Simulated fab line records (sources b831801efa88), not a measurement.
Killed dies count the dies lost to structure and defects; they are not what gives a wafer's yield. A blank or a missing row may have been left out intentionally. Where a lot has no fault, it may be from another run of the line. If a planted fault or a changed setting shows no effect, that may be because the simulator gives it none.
Code-filled problem report in 8D (eight disciplines) form | flow sfq line | the parts of the form that need people (team, actions taken, sign-off) are left out

== 1. THE ISSUE ==
rf fwd power W at SFQ_TRILAYER_I0_DEP_PECVD_027 reads a mean of 153.5 W on 9 wafers of 3 lots; wafers without a fault read 182.4 W with a standard deviation of 0.62. That puts it -47 standard deviations away from the usual mean.
The step: deposits SiO2 from SiH4/N2O, time 111.11 s, target thk 500 nm.
First seen on wafer L145.1, day 10 09:44, on pecvd-03. At this step, 45 wafers from 15 lots have a number in the record. Rule for "out", or "out of limits": more than 4 standard deviations from the usual mean. The rest of the wafers with a number are treated as sound.

== 2. WHAT IT IS, AND WHAT IT ISN'T ==
question                    | is                     | is not
which readings at this step | rf fwd power W         | heater power w, throttle valve pct
which lots                  | L145, L146, L147       | L135, L138, L143, L148, L149, L150, L151, L152, L153, L155, L157, L158
which wafers of those lots  | all that have a number | -
read on which tools         | pecvd-03               | pecvd-01, pecvd-04
when                        | from day 10 09:44      | up to then (9 sound wafers); but 27 sound wafers of L148, L149, L150, L151, L152, L153, L155, L157, L158 came after

== 3. SUSPECTS, AND WHAT RULES EACH OUT ==
Counting: any tool at a process step up to the reading is kept as a suspect provided that every lot that is out went through it and no sound lot did after the first of them.
- pecvd-03 at SFQ_TRILAYER_I0_DEP_PECVD_027 (deposits SiO2 from SiH4/N2O, time 111.11 s, target thk 500 nm): ruled out as a lasting fault. After its first lot that is out, L145 (day 10 09:44), sound lots L157, L158 ran on it.
Left after counting: nothing in the record.

== 4. THE CAUSE (what the simulator had put in) ==
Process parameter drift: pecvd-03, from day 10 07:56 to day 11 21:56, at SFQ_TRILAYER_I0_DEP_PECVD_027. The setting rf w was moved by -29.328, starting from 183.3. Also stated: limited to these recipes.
Counting ruled it out, wrongly.

== 5. THE EFFECT CHAIN, in route order ==
Each row: a reading where the mean over the struck wafers with a number is more than 3 standard deviations away from the usual. Only readings for which the record gives a usual standard deviation are gone through. hours: the time from each lot's start at the first step in this table that gives one to its start at this step, as a median over the lots. sigmas: the change in usual standard deviations.
hours | step                          | reading        | usual   | on struck wafers | change | sigmas
0     | SFQ_TRILAYER_I0_DEP_PECVD_027 | rf fwd power W | 182.4 W | 153.5            | -28.9  | -47
Here are the process steps it includes:
- SFQ_TRILAYER_I0_DEP_PECVD_027: deposits SiO2 from SiH4/N2O, time 111.11 s, target thk 500 nm.
Later measuring or inspecting steps at which every struck wafer that the step has a row for has a number for every such reading, and none has moved that far: SFQ_I1_BOW_MEAS_912, SFQ_M2_OVL_MEAS_916, SFQ_I3_OVL_MEAS_923.

== 6. WHAT WOULD HAVE CAUGHT IT SOONER ==
First out-of-limits reading in this record: day 10 09:44, which is 2 hours after fault onset at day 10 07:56.
